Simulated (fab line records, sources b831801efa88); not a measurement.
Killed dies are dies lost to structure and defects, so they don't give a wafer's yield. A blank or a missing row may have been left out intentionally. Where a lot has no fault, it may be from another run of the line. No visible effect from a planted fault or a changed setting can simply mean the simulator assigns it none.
The tool behind it: which one? / flow sky130 / 7 lots (21 wafers sampled), 1 step of a 708-step route

## WHAT EACH GAUGE READ, for each wafer
SKY_CAP2M_RS_MEAS_03: uses a four-point probe to measure.
lot=L910; measured=day 40 16:08; on=film-metro-03; CAP2M_TIN_RS (ohm/sq)=6.88 6.85 6.92
lot=L915; measured=day 42 04:28; on=film-metro-04; CAP2M_TIN_RS (ohm/sq)=6.91 6.95 6.97
lot=L917; measured=day 42 08:52; on=film-metro-04; CAP2M_TIN_RS (ohm/sq)=7.01 6.90 7.00
lot=L922; measured=day 43 17:31; on=film-metro-03; CAP2M_TIN_RS (ohm/sq)=6.97 7.00 7.01
lot=L924; measured=day 44 04:50; on=film-metro-02; CAP2M_TIN_RS (ohm/sq)=6.88 6.89 6.91
lot=L928; measured=day 45 05:55; on=film-metro-02; CAP2M_TIN_RS (ohm/sq)=7.09 7.02 7.08
lot=L930; measured=day 45 16:29; on=film-metro-03; CAP2M_TIN_RS (ohm/sq)=6.85 6.89 6.86

## EACH LOT AND THE TOOL THAT RAN IT (in order: tool; ch and the chambers of the sampled wafers; start)
The record shows no process step preceding these readings.

## THE ANSWER, worked out from the rows above alone
Rule: usual is defined by the lots themselves. The widest of any qualifying gaps counts: lots, ordered by their means at a reading, are off when they make up no more than a third of the lots, leave a main group of 4 or more, and stand apart from it by 3 or more times the standard deviation of that group's means. If all means in a main group match to the digits the tables above print for the reading, that group is not used. Also off: a lot with no number at a reading for which 4 or more lots have one. The other lots that the step has rows for count as sound.
No lot is off on any of the readings shown, so nothing can be concluded from this.

## WHAT THE SIMULATOR HAD PUT IN
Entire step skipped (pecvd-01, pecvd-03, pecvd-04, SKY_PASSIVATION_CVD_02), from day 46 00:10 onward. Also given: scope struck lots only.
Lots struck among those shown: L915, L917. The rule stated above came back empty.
